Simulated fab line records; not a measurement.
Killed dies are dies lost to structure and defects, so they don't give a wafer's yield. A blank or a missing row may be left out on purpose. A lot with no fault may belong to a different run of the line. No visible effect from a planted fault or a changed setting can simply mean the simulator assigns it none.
fab line records	flow gf180mcu
[record] lots = 6	wafers = 18	last-day = 34
route steps=602 shown HV_LDD@227 NSD@235
lots that met no fault: taken from a fault-free run of the same line
start-h: start of the lot's first displayed wafer, in hours after the record's first day	wait-h: how many hours have passed since the lot's step before this one	" same as the row above	L1.1+2: a row that stands for several wafers	- no value, or no start given	* or withheld: withheld	< > ~ a bound
route shown NAME@n: NAME is a module with steps in the file, n the number in the route of the first one	usual: average and standard deviation across the fault-free wafers	same: alike in all rows	chamber/n: place in a boat	sites: readings site by site	_std_site: standard deviation across them	_edge_site: the outer-site mean with the inner-site mean subtracted	radius-mm: how far each site lies from the wafer's centre	mask NAME#n: copy n	behind: the tool/chamber that last shaped the wafer	hold: why the lot went on hold/how many hours it stayed there/how the hold came to an end	device: names the non-switching transistor (n, p or np)	end of line: tests run on the same wafers once the route is complete	a step given without rows: its recipe and nothing more	killed: not the wafer's yield, but the dies lost to structure and defects at the first sort	map: per-die view of a wafer (x killed, . not killed, _ where there is no die)
set.NAME: the setting that was run; set.NAME@STEP: the one run at that earlier step	model.NAME: the simulator's own value behind a step, which no gauge read
a table for each step, a row for each wafer; lots at some steps of the route
services: from which hour (start-h, from the record's first day; less than 0 if before it) a tool's chamber was out of use, for how many hours, and why
[[steps]]
[step GF_HV_LDD_CLEAN_51]
[recipe] chemistry = SC1/SC2	mix = 1:4:20	temp-c = 70	time-s = 150	dry = n2-spin
[step GF_HV_LDD_RTA_52]
[recipe] temp-c = 1000	time-s = 10	ambient = N2
[usual] chamber-o2-ppm = 1.998/0.022	lamp-power-pct = 34.2/2.7	wafer_temp_C_max = 1004.6/1.1
lot.wafer	tool	chamber	start-h	wait-h	chamber-o2-ppm	lamp-power-pct	wafer_temp_C_max
L709.2	rtp-anneal-02	0	343.03	0.0	1.993	31.9	1005.1
L709.3	"	0	"	"	2.005	31.9	1004.6
L709.4	"	0	"	"	1.980	31.9	1004.9
L718.1	rtp-anneal-02	0	411.17	0.0	1.990	31.9	1003.0
L718.3	"	0	"	"	1.970	31.9	1005.5
L718.6	"	0	"	"	1.955	31.9	1003.0
L719.1	rtp-anneal-01	0	419.32	0.0	2.014	37.3	1006.3
L719.4	"	0	"	"	1.996	37.4	1005.2
L719.6	"	0	"	"	2.031	37.4	1005.8
L721.1	rtp-anneal-01	0	437.11	0.0	2.044	37.4	1004.1
L721.5	"	0	"	"	2.023	37.4	1005.3
L721.6	"	0	"	"	2.036	37.4	1006.5
L722.1	rtp-anneal-02	0	443.43	0.0	2.016	31.9	1003.4
L722.3	"	0	"	"	1.992	31.9	1004.1
L722.5	"	0	"	"	2.024	31.9	1003.7
L723.1	rtp-anneal-02	0	454.48	0.0	2.026	31.9	1003.1
L723.4	"	0	"	"	2.012	31.9	1004.9
L723.6	"	0	"	"	1.988	31.9	1003.9
[step GF_HV_LDD_RS_MEAS_53]
[recipe] thk-meas-gauge = four-point-probe
[usual] HV_LDD_RS = 417.5/0.96
lot.wafer	tool	chamber	start-h	wait-h	HV_LDD_RS[ohm/sq]
L709.2	film-metro-01	-	343.11	0.1	417.9
L709.3	"	-	"	"	418.2
L709.4	"	-	"	"	418.1
L718.1	film-metro-03	-	411.24	0.1	416.9
L718.3	"	-	"	"	416.3
L718.6	"	-	"	"	417.2
L719.1	film-metro-02	-	419.39	0.1	416.9
L719.4	"	-	"	"	417.6
L719.6	"	-	"	"	418.6
L721.1	film-metro-03	-	437.18	0.1	417.1
L721.5	"	-	"	"	416.9
L721.6	"	-	"	"	417.3
L722.1	film-metro-02	-	443.49	0.1	417.6
L722.3	"	-	"	"	417.7
L722.5	"	-	"	"	416.8
L723.1	film-metro-02	-	454.54	0.1	417.5
L723.4	"	-	"	"	416.9
L723.6	"	-	"	"	417.5
[step GF_HV_LDD_CVD_54]
[recipe] material = SiO2	target-thk-nm = 10	precursor = TEOS	temp-c = 680	time-s = 75	pressure-mtorr = 400
[step GF_HV_LDD_THK_MEAS_55]
[recipe] reads = SiO2_of_HV_LDD_CVD_54
[usual] HV_LDD_CVD_54_THK = 10.00/0.14
lot.wafer	tool	chamber	start-h	wait-h	HV_LDD_CVD_54_THK[nm]
L709.2	film-metro-03	-	344.24	0.0	9.89
L709.3	"	-	"	"	9.87
L709.4	"	-	"	"	9.85
L718.1	film-metro-02	-	412.38	0.0	10.14
L718.3	"	-	"	"	10.08
L718.6	"	-	"	"	10.08
L719.1	film-metro-03	-	420.53	0.0	10.25
L719.4	"	-	"	"	10.15
L719.6	"	-	"	"	10.27
L721.1	film-metro-03	-	438.32	0.0	9.94
L721.5	"	-	"	"	9.89
L721.6	"	-	"	"	10.00
L722.1	film-metro-03	-	444.64	0.0	10.06
L722.3	"	-	"	"	10.13
L722.5	"	-	"	"	10.11
L723.1	film-metro-02	-	455.69	0.0	10.00
L723.4	"	-	"	"	10.04
L723.6	"	-	"	"	10.06
[step GF_HV_LDD_CVD_56]
[recipe] material = Si3N4	precursor = DCS/NH3	target-thk-nm = 90	temp-c = 770	time-s = 1543	pressure-mtorr = 250
[step GF_HV_LDD_THK_MEAS_57]
[recipe] reads = Si3N4_of_HV_LDD_CVD_56
[usual] HV_LDD_CVD_56_THK = 90.2/0.85
lot.wafer	tool	chamber	start-h	wait-h	HV_LDD_CVD_56_THK[nm]
L709.2	film-metro-02	-	345.73	0.0	88.8
L709.3	"	-	"	"	89.8
L709.4	"	-	"	"	89.5
L718.1	film-metro-03	-	414.99	0.0	90.2
L718.3	"	-	"	"	91.0
L718.6	"	-	"	"	90.7
L719.1	film-metro-02	-	422.02	0.0	89.8
L719.4	"	-	"	"	89.9
L719.6	"	-	"	"	89.9
L721.1	film-metro-03	-	439.80	0.0	90.3
L721.5	"	-	"	"	90.0
L721.6	"	-	"	"	90.3
L722.1	film-metro-03	-	446.12	0.0	92.0
L722.3	"	-	"	"	91.2
L722.5	"	-	"	"	90.9
L723.1	film-metro-03	-	457.17	0.0	90.9
L723.4	"	-	"	"	90.0
L723.6	"	-	"	"	90.2
[step GF_HV_LDD_ETCHBACK_58]
[recipe] chemistry = CH3F/O2	target = Si3N4	stop-on = SiO2	source-w = 400	bias-w = 80	pressure-mtorr = 25	ch3f-flow-sccm = 40	O2_flow_sccm = 30	time-s = 100	target-depth-a = 900
[usual] drypump-motor-current-A = 5.8/0.4	oes-product-au = 0.844/0.0067	throttle-valve-pct = 10.561/0.0084
lot.wafer	tool	chamber	start-h	wait-h	drypump-motor-current-A	oes-product-au	rf-hours-counter-h	throttle-valve-pct
L709.2	rie-diel-01	1	345.78	0.0	5.2	0.837	18	10.556
L709.3	"	0	"	"	5.6	0.842	14	10.579
L709.4	"	3	"	"	5.3	0.841	15	10.556
L718.1	rie-diel-02	2	415.05	0.1	6.3	0.848	96	10.557
L718.3	"	1	"	"	6.2	0.852	49	10.558
L718.6	"	2	"	"	6.3	0.855	-	10.565
L719.1	rie-diel-02	1	422.08	0.1	6.2	0.844	49	10.549
L719.4	"	3	"	"	5.9	0.838	96	10.558
L719.6	"	2	"	"	6.3	0.842	-	10.572
L721.1	rie-diel-01	1	439.86	0.1	5.2	0.832	20	10.570
L721.5	"	0	"	"	5.6	0.849	-	10.567
L721.6	"	3	"	"	5.3	0.840	-	10.562
L722.1	rie-diel-02	3	446.18	0.1	5.9	0.851	96	10.568
L722.3	"	2	"	"	6.3	0.844	97	10.562
L722.5	"	1	"	"	6.3	0.845	-	10.572
L723.1	rie-diel-01	2	457.23	0.1	5.7	0.846	7	10.563
L723.4	"	1	"	"	5.2	0.842	21	10.539
L723.6	"	3	"	"	5.3	0.850	-	10.563
[step GF_NSD_DEHYDRATE_00]
[recipe] temp-c = 200	time-s = 60
[step GF_NSD_HMDS_01]
[recipe] prime-time-s = 60	prime-temp-c = 120
[step GF_NSD_COAT_02]
[recipe] resist = NOVOLAK	spin-rpm = 3000	resist-thk-nm = 1000
[step GF_NSD_SOFTBAKE_03]
[recipe] temp-c = 90	time-s = 60	resist = NOVOLAK
[step GF_NSD_EXPOSE_04]
[recipe] mask-id = Nplus	target-cd-nm = 400	na = 0.6	source-shape = conventional	sigma-outer = 0.6	dose-mj = 140
[usual] exposure-dose-mJ-cm2 = 139.93/0.12	focus-offset-nm = -0.1/0.54
lot.wafer	tool	chamber	start-h	wait-h	mask	exposure-dose-mJ-cm2	focus-offset-nm
L709.2	iline-stepper-01	0	357.32	-	Nplus#0	139.89	-0.4
L709.3	"	0	"	"	Nplus#0	139.84	0.0
L709.4	"	0	"	"	Nplus#0	140.00	-0.5
L718.1	iline-stepper-02	-	427.04	-	Nplus#0	-	-
L718.3	"	-	"	"	Nplus#0	-	-
L718.6	"	-	"	"	Nplus#0	-	-
L719.1	iline-stepper-02	-	434.44	-	Nplus#0	-	-
L719.4	"	-	"	"	Nplus#0	-	-
L719.6	"	-	"	"	Nplus#0	-	-
L721.1	iline-stepper-02	0	452.13	-	Nplus#0	139.94	-0.9
L721.5	"	0	"	"	Nplus#0	140.15	0.2
L721.6	"	0	"	"	Nplus#0	139.94	-0.8
L722.1	iline-stepper-02	0	458.96	-	Nplus#0	139.89	0.3
L722.3	"	0	"	"	Nplus#0	139.78	0.1
L722.5	"	0	"	"	Nplus#0	139.92	-0.2
L723.1	iline-stepper-02	0	468.94	-	Nplus#0	139.79	-0.1
L723.4	"	0	"	"	Nplus#0	140.15	0.0
L723.6	"	0	"	"	Nplus#0	139.93	0.7
[step GF_NSD_PEB_05]
[recipe] temp-c = withheld	time-s = *	resist = NOVOLAK
[[services]]
tool	chamber	start-h	hours	kind
iline-stepper-01	-	326.08	5.8	repair
iline-stepper-01	-	331.83	1.7	pm
rtp-anneal-01	-	369.62	30.1	pm
rie-diel-02	0	393.57	-	clean
rie-diel-02	0	393.57	20.7	scheduled-down
rie-diel-02	0	393.57	20.7	vent-cycle
rie-diel-02	2	408.71	4.9	repair
rie-diel-01	1	426.68	8.7	repair
iline-stepper-02	0	432.23	-	calibration
iline-stepper-01	0	461.70	-	calibration
rie-diel-01	3	468.66	11.3	repair
[[key]]
[first-sign] step = GF_NSD_EXPOSE_04	reading = tool-record	direction = missing
effect none on later readings
met-at GF_NSD_EXPOSE_04
struck-wafers L718.1,L718.3,L718.6,L719.1,L719.4,L719.6
sort-left-out L718.1,L718.3,L718.6,L719.1,L719.4,L719.6
tester-left-out L718,L719
[fault] kind = skipped-step-whole	tool = iline-stepper-02	chamber = -	onset-h = 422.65	steps = GF_NSD_EXPOSE_04	scope = struck-lots-only
// tester-left-out: of these lots the tester's yield and bins aren't shown, on N5 and GAA mostly nor the transistor test; their killed dies are dies lost to structure and defects alone, not to doping, threshold or leakage, so they don't give the yield
// sort-left-out: the simulated sort isn't trusted on such a fault, so these wafers' sort isn't shown, and their yield isn't known
